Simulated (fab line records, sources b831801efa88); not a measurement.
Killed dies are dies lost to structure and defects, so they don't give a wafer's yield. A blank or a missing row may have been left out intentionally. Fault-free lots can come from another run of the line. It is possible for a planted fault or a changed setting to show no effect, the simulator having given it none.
Which tool is to blame? -- flow gf180mcu -- route of 602 steps, sampled at 1 step: 13 lots, 39 wafers

## WHAT EACH GAUGE READ, for each wafer
GF_V4_CD_MEAS_14: target cd 260 nm. Usual: 259.9 nm for cd_nm, sd 1.1.
lot,measured,on,cd_nm (nm),flag
L352,day 24 00:45,cd_sem-02,259.7 259.5 259.6,
L353,day 25 06:37,cd_sem-01,260.5 261.2 261.2,
L355,day 25 14:50,cd_sem-02,258.6 259.1 259.1,
L356,day 25 22:43,cd_sem-02,261.1 261.4 262.1,
L358,day 26 19:59,cd_sem-01,259.0 259.4 260.7,
L359,day 26 23:11,cd_sem-02,260.1 260.2 260.0,
L360,day 27 01:05,cd_sem-01,259.7 259.7 260.5,
L363,day 27 21:56,cd_sem-02,259.4 259.7 260.3,
L364,day 28 11:55,cd_sem-01,257.9 259.4 258.7,
L366,day 28 23:18,cd_sem-02,258.9 260.4 260.3,
L370,day 29 23:00,cd_sem-02,259.4 258.4 258.8,
L373,day 30 19:10,cd_sem-01,260.1 259.3 260.7,
L374,day 31 00:38,cd_sem-01,259.6 261.2 261.0,

## WHICH TOOL RAN EACH LOT (tool, then ch and the chambers of the sampled wafers, then the start)
Before these readings, the record contains no process step.

## AS READ BY THE TOOLS THEMSELVES (means over the sampled wafers that have a number; for cases with no such wafer, the mark the record gives instead)
The record holds no such reading with a usual standard deviation.

## THE ANSWER, worked out from the rows above alone
Rule: a lot is off if the mean of its wafers that have a number lies more than 3 standard deviations from the usual mean. A lot without any number at a reading at which 4 lots or more have one is off too. All remaining lots with rows at the step are treated as sound. Order of review: gauges by route order, followed by the tools' own readings, for which a lot's mean as printed above is used. At the first step where some lot is off, the reading lying furthest off is the one used; lots without a number count as furthest.
No lot is off on any of the readings shown, so nothing can be concluded from this.

## WHAT WAS PUT IN BY THE SIMULATOR
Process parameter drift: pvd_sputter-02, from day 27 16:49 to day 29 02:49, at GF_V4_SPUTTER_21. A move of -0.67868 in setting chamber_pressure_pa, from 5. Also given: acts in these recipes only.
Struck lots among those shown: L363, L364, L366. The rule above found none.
